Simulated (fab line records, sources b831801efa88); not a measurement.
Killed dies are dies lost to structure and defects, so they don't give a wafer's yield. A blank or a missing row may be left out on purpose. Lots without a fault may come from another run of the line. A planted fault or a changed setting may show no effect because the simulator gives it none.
One fault seen from 2 desks | flow gf180mcu | each desk has only its own numbers; what lay behind them comes last

THE TOOL OWNER'S DESK: lpcvd-01
The tool's own readings at GF_HV_LDD_CVD_56 (deposits Si3N4 from DCS/NH3, target thk 90 nm, time 1543 s): means of the sampled wafers that have a number, for each lot that ran on this tool. A lot is out of limits, marked OUT, if its mean lies more than 4 standard deviations from the usual mean; the brackets give that distance.
Columns: A = spike_tc_centre_C at GF_HV_LDD_CVD_56, usual 771.3 C; B = zone_power_bottom_pct at GF_HV_LDD_CVD_56, usual 20.4 %; C = zone_power_centre_pct at GF_HV_LDD_CVD_56, usual 14.4 %; D = zone_power_top_pct at GF_HV_LDD_CVD_56, usual 26.1 %; E = zone_power_upper_pct at GF_HV_LDD_CVD_56, usual 13.3 %
lot  | first seen here | A               | B    | C              | D    | E
L236 | day 12 21:18    | 771.0           | 22.8 | 15.6           | 26.8 | 15.3
L240 | day 14 02:38    | 769.1           | 22.8 | 15.7           | 27.0 | 15.2
L241 | day 14 12:02    | 770.7           | 16.9 | 13.9           | 23.1 | 12.7
L242 | day 14 16:43    | 770.7           | 16.8 | 13.7           | 23.1 | 12.7
L249 | day 17 19:54    | 749.5 (-12) OUT | 22.7 | 9.5 (-5.6) OUT | 26.5 | 18.3
L252 | day 18 09:20    | 749.2 (-12) OUT | 22.5 | 9.5 (-5.6) OUT | 26.3 | 18.4
This desk's finding: out of limits on L249, L252; first on L249, day 17 19:54 (spike_tc_centre_C at GF_HV_LDD_CVD_56). In limits: L236, L240, L241, L242.

THE METROLOGY DESK
What the gauges read, lot by lot, whatever tool the lot ran on: means of the sampled wafers that have a number. A lot is out of limits, marked OUT, if its mean lies more than 4 standard deviations from the usual mean; the brackets give that distance.
Columns: A = HV_LDD_CVD_56_THK at GF_HV_LDD_THK_MEAS_57, usual 90.2 nm; B = cd_nm at GF_M1_CD_MEAS_14, usual 229.6 nm
lot  | first seen here | A               | B
L236 | day 12 22:44    | 87.5            | 230.8
L238 | day 13 07:53    | 89.8            | 227.7
L240 | day 14 04:05    | 89.3            | 230.7
L241 | day 14 13:30    | 89.0            | 228.0
L242 | day 14 18:08    | 89.6            | 231.3
L243 | day 15 10:02    | 90.7            | 229.9
L244 | day 15 16:38    | 90.8            | 231.1
L249 | day 17 21:20    | 82.5 (-7.7) OUT | 230.2
L252 | day 18 10:46    | 83.8 (-6.4) OUT | 228.1
L254 | day 19 06:47    | 90.8            | 229.6
L255 | day 19 15:29    | 90.6            | 228.1
L257 | day 20 05:04    | 91.5            | 230.0
This desk's finding: out of limits on L249, L252; first on L249, day 17 21:20 (HV_LDD_CVD_56_THK at GF_HV_LDD_THK_MEAS_57). In limits: L236, L238, L240, L241, L242, L243, L244, L254, L255, L257.

PUT TOGETHER
The tool owner's desk could have raised an alarm at day 17 19:54, on L249, L252.
The metrology desk could have raised an alarm at day 17 21:20, on L249, L252.
Of the lots named, all ran GF_HV_LDD_CVD_56 on lpcvd-01.

WHAT THE SIMULATOR HAD PUT IN
Process parameter drift: lpcvd-01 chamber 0, from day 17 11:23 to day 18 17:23, at GF_HV_LDD_CVD_56. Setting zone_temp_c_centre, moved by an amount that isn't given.
Lots struck among those shown: L249, L252.
Hours from the fault's start to each desk's first reading out of limits: the tool owner's desk, 9; the metrology desk, 10.
